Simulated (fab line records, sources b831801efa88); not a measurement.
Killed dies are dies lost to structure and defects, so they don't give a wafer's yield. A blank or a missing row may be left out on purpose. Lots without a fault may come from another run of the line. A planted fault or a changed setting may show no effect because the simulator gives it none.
Which tool did it? | flow gf180mcu | 14 lots, 42 wafers sampled, at 5 steps of a route of 602

WHAT THE GAUGES READ, wafer by wafer
GF_STI_THK_MEAS_24.
lot  | measured    | on            | STI_CVD_23_THK (nm)
L925 | day 2 02:46 | film_metro-01 | 648 651 659
L927 | day 2 14:47 | film_metro-04 | 657 655 654
L929 | day 3 01:02 | film_metro-04 | 641 640 648
L930 | day 3 04:44 | film_metro-03 | 643 649 655
L931 | day 4 03:51 | film_metro-01 | 651 647 646
L932 | day 4 05:41 | film_metro-01 | 644 652 651
L934 | day 4 08:16 | film_metro-01 | 640 636 647
L933 | day 4 08:17 | film_metro-04 | 658 655 654
L936 | day 4 08:20 | film_metro-01 | 645 642 656
L935 | day 4 08:20 | film_metro-03 | 655 659 655
L937 | day 4 12:22 | film_metro-01 | 650 656 647
L938 | day 4 20:47 | film_metro-03 | 651 652 651
L942 | day 5 19:08 | film_metro-03 | 656 648 646
L946 | day 6 15:43 | film_metro-04 | 647 651 648

GF_VT_IMPLANT_TW_MEAS_43.
lot  | measured     | on            | VT_IMPLANT_4_TW
L925 | day 6 18:13  | film_metro-02 | 681 678 682
L927 | day 7 12:56  | film_metro-02 | 686 684 683
L929 | day 7 21:50  | film_metro-04 | 693 696 695
L930 | day 8 05:50  | film_metro-02 | 683 685 683
L931 | day 10 07:53 | film_metro-01 | 688 685 688
L932 | day 10 08:19 | film_metro-01 | 685 684 683
L934 | day 10 15:34 | film_metro-04 | 693 696 695
L933 | day 10 13:28 | film_metro-02 | 680 683 679
L936 | day 10 15:38 | film_metro-02 | 678 680 680
L935 | day 10 14:45 | film_metro-04 | 700 694 696
L937 | day 10 17:57 | film_metro-02 | 682 684 682
L938 | day 11 01:28 | film_metro-02 | 684 682 679
L942 | day 12 08:49 | film_metro-02 | 729 732 730
L946 | day 13 12:32 | film_metro-02 | 730 729 732

GF_VT_IMPLANT_RS_MEAS_46: measures by four-point-probe.
lot  | measured     | on            | MVSD_RS (ohm/sq)
L925 | day 6 18:29  | film_metro-04 | 454.7 456.3 456.2
L927 | day 7 13:10  | film_metro-04 | 457.2 457.3 458.2
L929 | day 7 22:04  | film_metro-03 | 454.5 456.8 456.5
L930 | day 8 06:10  | film_metro-03 | 456.9 458.2 456.8
L931 | day 10 08:07 | film_metro-03 | 456.5 454.9 455.4
L932 | day 10 08:31 | film_metro-02 | 456.9 456.9 455.3
L934 | day 10 15:47 | film_metro-04 | 457.4 456.7 457.4
L933 | day 10 13:41 | film_metro-02 | 456.7 457.2 456.8
L936 | day 10 15:51 | film_metro-02 | 455.8 455.9 457.1
L935 | day 10 14:59 | film_metro-02 | 457.6 457.0 456.2
L937 | day 10 18:10 | film_metro-02 | 455.6 456.6 458.0
L938 | day 11 01:41 | film_metro-04 | 456.5 456.4 457.0
L942 | day 12 09:02 | film_metro-04 | 457.0 457.9 458.1
L946 | day 13 12:45 | film_metro-03 | 455.6 457.2 454.6

GF_DUAL_GATE_THK_MEAS_03.
lot  | measured     | on            | DUAL_GATE_OXIDATION_00_THK (nm)
L925 | day 6 22:28  | film_metro-01 | 11.07 10.87 10.69
L927 | day 7 18:50  | film_metro-03 | 10.92 10.77 10.99
L929 | day 8 00:50  | film_metro-04 | 10.59 10.50 10.53
L930 | day 8 08:16  | film_metro-01 | 10.78 10.84 10.93
L931 | day 10 10:20 | film_metro-03 | 11.16 11.24 11.10
L932 | day 10 11:46 | film_metro-01 | 11.12 11.05 10.88
L934 | day 10 18:05 | film_metro-01 | 11.34 11.14 11.26
L933 | day 10 15:52 | film_metro-01 | 11.00 10.80 10.89
L936 | day 10 18:05 | film_metro-04 | 10.78 10.91 10.75
L935 | day 10 17:16 | film_metro-01 | 10.74 11.00 11.06
L937 | day 10 20:16 | film_metro-04 | 11.23 11.48 11.21
L938 | day 11 03:48 | film_metro-01 | 10.95 10.85 11.03
L942 | day 12 11:10 | film_metro-03 | 10.77 10.88 10.98
L946 | day 13 18:47 | film_metro-03 | 10.89 10.71 10.93

WHICH TOOL RAN EACH LOT (tool, then ch and the chambers of the sampled wafers, then the start)
lot  | GF_VT_IMPLANT_IMPLANT_41
L925 | implanter-02 ch 0, day 6 17:58
L927 | implanter-03 ch 0, day 7 12:42
L929 | implanter-02 ch 0, day 7 21:37
L930 | implanter-02 ch 0, day 8 05:35
L931 | implanter-01 ch 0, day 10 07:39
L932 | implanter-02 ch 0, day 10 08:04
L934 | implanter-03 ch 0, day 10 15:19
L933 | implanter-03 ch 0, day 10 13:14
L936 | implanter-02 ch 0, day 10 15:23
L935 | implanter-03 ch 0, day 10 14:31
L937 | implanter-03 ch 0, day 10 17:43
L938 | implanter-02 ch 0, day 11 01:13
L942 | implanter-03 ch 0, day 12 08:35
L946 | implanter-03 ch 0, day 13 12:18
- GF_VT_IMPLANT_IMPLANT_41

WHAT THE TOOLS THEMSELVES READ (means of the sampled wafers that have a number; where no wafer has one, the mark that the record gives instead)
GF_VT_IMPLANT_IMPLANT_41.
lot  | tool         | beam_energy_keV
L925 | implanter-02 | 70.005
L927 | implanter-03 | 69.994
L929 | implanter-02 | 70.024
L930 | implanter-02 | 69.996
L931 | implanter-01 | 69.999
L932 | implanter-02 | 69.980
L934 | implanter-03 | 70.006
L933 | implanter-03 | 69.965
L936 | implanter-02 | 70.007
L935 | implanter-03 | 69.929
L937 | implanter-03 | 70.013
L938 | implanter-02 | 70.004
L942 | implanter-03 | 89.457
L946 | implanter-03 | 89.447

THE ANSWER, worked out from the rows above alone
Rule: what is usual is taken from the lots themselves. Put in order of their means at a reading, lots are off if they are a third of the lots or fewer, leave a main group of 4 or more, and stand apart from it by a gap of 3 or more times the standard deviation of the main group's means; of several such gaps the widest counts. A main group whose means are all the same, to the digits that the tables above print for the reading, isn't used. A lot without any number at a reading at which 4 lots or more have one is off too. The other lots that the step has rows for count as sound. The gauges are gone through in route order, then the tools' own readings, and for those a lot's mean is taken as printed above. The first step at which some lot is off is used, and at that step the reading that is off furthest; a lot without a number counts as furthest.
Off: L942, L946, at GF_VT_IMPLANT_TW_MEAS_43 (VT_IMPLANT_4_TW). The main group: mean 686, standard deviation 5.9.
A tool fits if, at a process step before that reading, it ran every lot that is off, and no sound lot after the first of them. The gauges at GF_VT_IMPLANT_TW_MEAS_43 aren't tried: what is off there is off at GF_VT_IMPLANT_IMPLANT_41 too, on other tools, and a gauge's error can't cause that. One fits: implanter-03 at GF_VT_IMPLANT_IMPLANT_41. Its last sound lot is L937 (day 10 17:43), its first lot that is off L942 (day 12 08:35): a fault that began between those two fits.
The tool's own readings at GF_VT_IMPLANT_IMPLANT_41 bear it out: on the lots that are off they differ by more than 5 times the standard deviation of the sound lots' means. beam_energy_keV reads 89.452 there against 69.993 on the sound lots.

WHAT THE SIMULATOR HAD PUT IN
Process parameter drift: implanter-03, from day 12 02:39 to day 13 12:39, at GF_VT_IMPLANT_IMPLANT_41. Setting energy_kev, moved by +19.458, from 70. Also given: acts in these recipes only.
Lots struck among those shown: L942, L946. The rule above found the same.
